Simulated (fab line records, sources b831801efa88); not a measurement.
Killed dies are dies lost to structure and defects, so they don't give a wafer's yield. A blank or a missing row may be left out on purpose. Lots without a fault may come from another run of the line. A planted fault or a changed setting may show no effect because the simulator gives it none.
fab line records | flow sky130
record lots=12 wafers=36 last_day=50
route steps=708 shown VT_ADJUST_LVTN@105 CONTACT@411 METAL1@437 METAL2@487
lots that met no fault: from a run of the same line without faults
start_h: hours from the record's first day to the start of the lot's first wafer shown | wait_h: hours since the lot's step before | " the same as in the row above | L1.1+2: a row that stands for several wafers | - no value, or no start given | * or withheld: withheld | < > ~ a bound
route shown NAME@n: a module of which the file shows steps, and the number in the route of the first | usual: mean/standard deviation of fault-free wafers | same: alike in all rows | chamber/n: place in a boat | sites: the reading at each site | _std_site: their standard deviation | _edge_site: outer sites' mean less inner sites' | radius_mm: how far each site lies from the wafer's centre | mask NAME#n: copy n | behind: the tool/chamber that last shaped the wafer | hold: why the lot was held/for how many hours/how that ended | device: the transistor (n, p or np) that didn't switch | end of line: the same wafers' tests at the end of the route | a step without rows: its recipe alone | killed: dies lost to structure and defects at the first sort, not the wafer's yield | map: a wafer's dies, x killed, . not, _ none there
set.NAME: the setting as run; set.NAME@STEP: as run at that earlier step | model.NAME: the simulator's own value behind a step, which no gauge read
steps of the route over a sample of lots; a table a step, a row a wafer
services: from which hour (start_h, from the record's first day; less than 0 if before it) a tool's chamber was out of use, for how many hours, and why
## steps
# step SKY_VT_ADJUST_LVTN_IMPLANT_08
# recipe species=B energy_kev=30 dose_cm2=1.57e+12 tilt_deg=withheld
# usual dose_ions_cm2=1.5699e+12/1.6e+09 end_station_pressure_torr=5.05e-06/2.6e-07 faraday_current_uA=8.84/0.2
# columns lot.wafer tool chamber start_h wait_h dose_ions_cm2 end_station_pressure_torr faraday_current_uA
L854.3 implanter-04 0 138.81 0.1 1.5748e+12 5.17e-06 8.98
L854.4 " 0 " " 1.5688e+12 5.07e-06 8.51
L854.5 " 0 " " 1.5722e+12 4.66e-06 8.64
L855.4 implanter-04 0 151.43 0.1 1.5695e+12 5.03e-06 9.06
L855.5 " 0 " " 1.5704e+12 4.85e-06 8.92
L855.6 " 0 " " 1.5671e+12 4.95e-06 9.32
L856.1 implanter-02 0 152.21 0.0 1.5688e+12 5.29e-06 8.96
L856.3 " 0 " " 1.5695e+12 5.34e-06 8.93
L856.5 " 0 " " 1.5688e+12 5.08e-06 9.11
L860.2 implanter-02 0 180.43 0.0 1.568e+12 4.67e-06 8.68
L860.3 " 0 " " 1.5697e+12 5.14e-06 8.83
L860.6 " 0 " " 1.5693e+12 5.51e-06 8.86
L863.2 implanter-02 0 194.97 0.0 7.682e+11 4.78e-06 4.40
L863.4 " 0 " " 7.686e+11 5.41e-06 4.33
L863.6 " 0 " " 7.709e+11 4.81e-06 4.36
L867.2 implanter-02 0 227.18 0.0 7.682e+11 5.26e-06 4.44
L867.3 " 0 " " 7.7e+11 5.04e-06 4.50
L867.5 " 0 " " 7.698e+11 5.03e-06 4.46
L868.1 implanter-02 0 232.80 0.0 7.699e+11 5.22e-06 4.33
L868.2 " 0 " " 7.701e+11 4.65e-06 4.38
L868.4 " 0 " " 7.681e+11 5e-06 4.29
L869.2 implanter-01 0 241.82 0.0 1.569e+12 4.91e-06 8.74
L869.4 " 0 " " 1.5685e+12 5.31e-06 9.10
L869.5 " 0 " " 1.5688e+12 5.46e-06 8.89
L870.1 implanter-04 0 248.89 0.0 1.5715e+12 5.46e-06 8.61
L870.4 " 0 " " 1.5703e+12 5.05e-06 8.48
L870.6 " 0 " " 1.5724e+12 4.73e-06 8.58
L871.1 implanter-04 0 254.81 0.0 1.5723e+12 4.87e-06 8.81
L871.2 " 0 " " 1.5688e+12 5.29e-06 8.72
L871.3 " 0 " " 1.5688e+12 4.81e-06 9.05
L875.2 implanter-04 0 276.62 0.0 1.5728e+12 5.3e-06 8.81
L875.3 " 0 " " 1.5692e+12 5.08e-06 8.71
L875.5 " 0 " " 1.569e+12 5e-06 8.45
L877.1 implanter-04 0 295.84 0.0 1.5688e+12 4.51e-06 8.75
L877.5 " 0 " " 1.57e+12 4.45e-06 8.72
L877.6 " 0 " " 1.5704e+12 4.85e-06 9.01
# step SKY_VT_ADJUST_LVTN_TW_MEAS_10
# usual VT_ADJUST_LVTN_TW=239.4/1.4
# columns lot.wafer tool chamber start_h wait_h hold VT_ADJUST_LVTN_TW
L854.3 film_metro-02 - 139.03 0.1 - 239.1
L854.4 " - " " - 237.5
L854.5 " - " " - 238.2
L855.4 film_metro-01 - 151.63 0.1 - 239.3
L855.5 " - " " - 239.9
L855.6 " - " " - 240.1
L856.1 film_metro-01 - 152.46 0.1 - 240.4
L856.3 " - " " - 240.5
L856.5 " - " " - 241.5
L860.2 film_metro-02 - 180.66 0.1 - 239.5
L860.3 " - " " - 239.4
L860.6 " - " " - 239.7
L863.2 film_metro-04 - 195.20 0.1 await_dispo/0.2h/release 196.2
L863.4 " - " " await_dispo/0.2h/release 196.0
L863.6 " - " " await_dispo/0.2h/release 195.6
L863.2 film_metro-04 - 195.43 0.2 - 196.8
L863.4 " - " " - 195.8
L863.6 " - " " - 196.3
L867.2 film_metro-01 - 227.41 0.1 await_dispo/0.2h/release 196.9
L867.3 " - " " await_dispo/0.2h/release 196.4
L867.5 " - " " await_dispo/0.2h/release 195.9
L867.2 film_metro-01 - 227.64 0.2 - 196.8
L867.3 " - " " - 197.2
L867.5 " - " " - 197.0
L868.1 film_metro-01 - 233.05 0.1 await_dispo/0.2h/release 195.6
L868.2 " - " " await_dispo/0.2h/release 196.3
L868.4 " - " " await_dispo/0.2h/release 195.9
L868.1 film_metro-01 - 233.28 0.2 - 195.4
L868.2 " - " " - 196.5
L868.4 " - " " - 196.4
L869.2 film_metro-01 - 242.05 0.1 - 238.2
L869.4 " - " " - 237.2
L869.5 " - " " - 238.0
L870.1 film_metro-02 - 249.14 0.1 - 237.2
L870.4 " - " " - 235.6
L870.6 " - " " - 237.7
L871.1 film_metro-01 - 255.06 0.1 - 237.8
L871.2 " - " " - 237.3
L871.3 " - " " - 238.2
L875.2 film_metro-02 - 276.85 0.1 - 238.0
L875.3 " - " " - 237.3
L875.5 " - " " - 237.9
L877.1 film_metro-02 - 296.09 0.1 - 237.9
L877.5 " - " " - 238.1
L877.6 " - " " - 238.4
# step SKY_CONTACT_BOW_MEAS_05
# recipe mode=bow
# usual CONTACT_BOW=83/6.6
# columns lot.wafer tool chamber start_h wait_h CONTACT_BOW[um]
L854.3 film_metro-03 - 700.74 0.2 89
L854.4 " - " " 92
L854.5 " - " " 84
L855.4 film_metro-04 - 718.16 0.3 84
L855.5 " - " " 89
L855.6 " - " " 86
L856.1 film_metro-01 - 719.68 0.1 91
L856.3 " - " " 83
L856.5 " - " " 73
L860.2 film_metro-01 - 756.10 0.2 75
L860.3 " - " " 88
L860.6 " - " " 75
L863.2 film_metro-03 - 782.77 0.3 80
L863.4 " - " " 84
L863.6 " - " " 89
L867.2 film_metro-01 - 807.52 0.1 85
L867.3 " - " " 89
L867.5 " - " " 79
L868.1 film_metro-01 - 817.40 0.1 84
L868.2 " - " " 74
L868.4 " - " " 82
L869.2 film_metro-04 - 826.47 0.2 75
L869.4 " - " " 85
L869.5 " - " " 80
L870.1 film_metro-04 - 834.95 0.1 86
L870.4 " - " " 74
L870.6 " - " " 71
L871.1 film_metro-03 - 843.30 0.1 94
L871.2 " - " " 75
L871.3 " - " " 79
L875.2 film_metro-04 - 865.12 0.2 81
L875.3 " - " " 81
L875.5 " - " " 83
L877.1 film_metro-03 - 884.31 0.2 82
L877.5 " - " " 90
L877.6 " - " " 77
# step SKY_METAL1_SPUTTER_03
# recipe material=Ti target_thk_nm=5 power_w=3000 time_s=3.3 chamber_pressure_pa=0.4
# usual chamber_pressure_pa=0.3999/0.00077 throttle_valve_pct=30.2/0.9
# same time_s=3.3
# columns lot.wafer tool chamber start_h wait_h chamber_pressure_pa throttle_valve_pct
L854.3 pvd_sputter-02 - 729.46 0.0 0.3996 31.0
L854.4 " - " " 0.4010 29.5
L854.5 " - " " 0.4016 29.2
L855.4 pvd_sputter-03 - 746.51 0.0 0.3994 29.2
L855.5 " - " " 0.3999 30.9
L855.6 " - " " 0.3996 31.0
L856.1 pvd_sputter-01 - 748.73 0.0 0.3994 31.5
L856.3 " - " " 0.4009 28.6
L856.5 " - " " 0.3994 30.0
L860.2 pvd_sputter-02 - 783.77 0.0 0.4010 31.2
L860.3 " - " " 0.4001 30.8
L860.6 " - " " 0.4013 29.4
L863.2 pvd_sputter-03 - 810.84 0.0 0.4003 30.8
L863.4 " - " " 0.3996 29.7
L863.6 " - " " 0.3993 31.1
L867.2 pvd_sputter-01 - 835.71 0.0 0.4010 28.7
L867.3 " - " " 0.3998 30.6
L867.5 " - " " 0.4007 28.7
L868.1 pvd_sputter-02 - 846.78 0.0 0.3996 31.4
L868.2 " - " " 0.3995 31.4
L868.4 " - " " 0.3999 29.5
L869.2 pvd_sputter-03 - 856.27 0.0 0.4000 29.7
L869.4 " - " " 0.3996 30.8
L869.5 " - " " 0.3987 29.8
L870.1 pvd_sputter-02 - 864.04 0.0 0.4015 29.3
L870.4 " - " " 0.4005 29.4
L870.6 " - " " 0.3990 31.0
L871.1 pvd_sputter-01 - 871.63 0.0 0.3987 28.6
L871.2 " - " " 0.3996 31.5
L871.3 " - " " 0.3993 30.4
L875.2 pvd_sputter-02 - 891.93 0.0 0.4003 31.1
L875.3 " - " " 0.3999 30.9
L875.5 " - " " 0.3991 29.4
L877.1 pvd_sputter-01 - 911.64 0.0 0.3998 30.4
L877.5 " - " " 0.4013 31.6
L877.6 " - " " 0.4005 30.3
# step SKY_METAL2_SPUTTER_04
# recipe material=TiN target_thk_nm=70 power_w=6500 time_s=58.3 chamber_pressure_pa=0.4
# usual chamber_pressure_pa=0.4000/0.0009 throttle_valve_pct=30.2/1
# same time_s=58.3
# columns lot.wafer tool chamber start_h wait_h chamber_pressure_pa throttle_valve_pct
L854.3 pvd_sputter-02 - 785.32 0.0 0.3984 31.1
L854.4 " - " " 0.3992 31.2
L854.5 " - " " 0.3991 30.9
L855.4 pvd_sputter-04 - 802.27 0.0 0.3998 28.6
L855.5 " - " " 0.3992 29.1
L855.6 " - " " 0.4005 30.2
L856.1 pvd_sputter-04 - 805.60 0.0 0.4001 31.0
L856.3 " - " " 0.3993 28.7
L856.5 " - " " 0.4007 31.1
L860.2 pvd_sputter-02 - 839.76 0.0 0.4014 31.3
L860.3 " - " " 0.3995 29.6
L860.6 " - " " 0.3985 29.7
L863.2 pvd_sputter-02 - 867.98 0.0 0.3993 31.2
L863.4 " - " " 0.3993 31.4
L863.6 " - " " 0.4003 31.2
L867.2 pvd_sputter-02 - 891.43 0.0 0.4002 31.2
L867.3 " - " " 0.4008 31.2
L867.5 " - " " 0.4004 29.6
L868.1 pvd_sputter-01 - 901.43 0.0 0.3992 29.3
L868.2 " - " " 0.3998 28.8
L868.4 " - " " 0.3998 29.4
L869.2 pvd_sputter-01 - 910.55 0.0 0.4026 28.4
L869.4 " - " " 0.4011 30.3
L869.5 " - " " 0.4017 29.9
L870.1 pvd_sputter-01 - 917.20 0.0 0.3997 29.3
L870.4 " - " " 0.3994 31.7
L870.6 " - " " 0.3995 30.3
L871.1 pvd_sputter-02 - 924.84 0.0 0.3997 31.0
L871.2 " - " " 0.4017 31.1
L871.3 " - " " 0.4004 30.9
L875.2 pvd_sputter-01 - 945.93 0.0 0.4004 28.8
L875.3 " - " " 0.4003 29.3
L875.5 " - " " 0.4002 28.7
L877.1 pvd_sputter-01 - 964.79 0.0 0.4006 28.7
L877.5 " - " " 0.4006 31.7
L877.6 " - " " 0.4001 29.3
## services
# columns tool chamber start_h hours kind
implanter-04 - 134.32 3.9 pm
pvd_sputter-01 - 144.50 1.9 repair
pvd_sputter-01 - 157.18 2.7 repair
implanter-02 - 169.92 1.7 repair
pvd_sputter-02 - 216.20 6.0 repair
pvd_sputter-02 - 234.37 0.9 repair
implanter-02 - 253.59 0.7 repair
implanter-02 - 296.85 6.0 repair
pvd_sputter-02 - 323.69 6.5 repair
pvd_sputter-01 - 338.34 6.0 repair
implanter-04 - 369.08 17.1 repair
implanter-04 - 371.49 5.7 repair
implanter-02 - 430.52 1.6 repair
pvd_sputter-01 - 436.81 4.5 repair
implanter-04 - 529.60 3.1 pm
implanter-04 - 623.32 5.3 pm
pvd_sputter-02 - 792.13 35.0 repair
pvd_sputter-01 - 801.92 4.3 repair
pvd_sputter-02 - 811.43 4.6 repair
pvd_sputter-02 - 823.34 5.6 repair
implanter-04 - 824.22 1.2 repair
pvd_sputter-01 - 853.17 3.4 repair
pvd_sputter-01 - 905.09 2.3 repair
pvd_sputter-02 - 947.45 3.3 repair
## key
first_sign step=SKY_VT_ADJUST_LVTN_IMPLANT_08 reading=dose_ions_cm2 direction=down sigmas=99+ usual=* struck=*
effect step=SKY_VT_ADJUST_LVTN_IMPLANT_08 reading=faraday_current_uA direction=down sigmas=22 usual=8.84 struck=4.39
effect step=SKY_VT_ADJUST_LVTN_TW_MEAS_10 reading=visit direction=added
effect step=SKY_VT_ADJUST_LVTN_TW_MEAS_10 reading=VT_ADJUST_LVTN_TW direction=down sigmas=32 usual=239.4 struck=196.1
met_at SKY_VT_ADJUST_LVTN_IMPLANT_08
struck_lots L863,L867,L868
tester_left_out L863,L867,L868
not_acting_at SKY_CONTACT_BOW_MEAS_05,SKY_METAL1_SPUTTER_03,SKY_METAL2_SPUTTER_04
onset_between 180.43 194.97
fault kind=process_parameter_drift tool=implanter-02 chamber=- onset_h=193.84 steps=SKY_VT_ADJUST_LVTN_IMPLANT_08 channel=dose_cm2 offset=* shape=step end_h=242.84 acts_in=* stated=*
# tester_left_out: of these lots the tester's yield and bins aren't shown, on N5 and GAA mostly nor the transistor test; their killed dies are dies lost to structure and defects alone, not to doping, threshold or leakage, so they don't give the yield
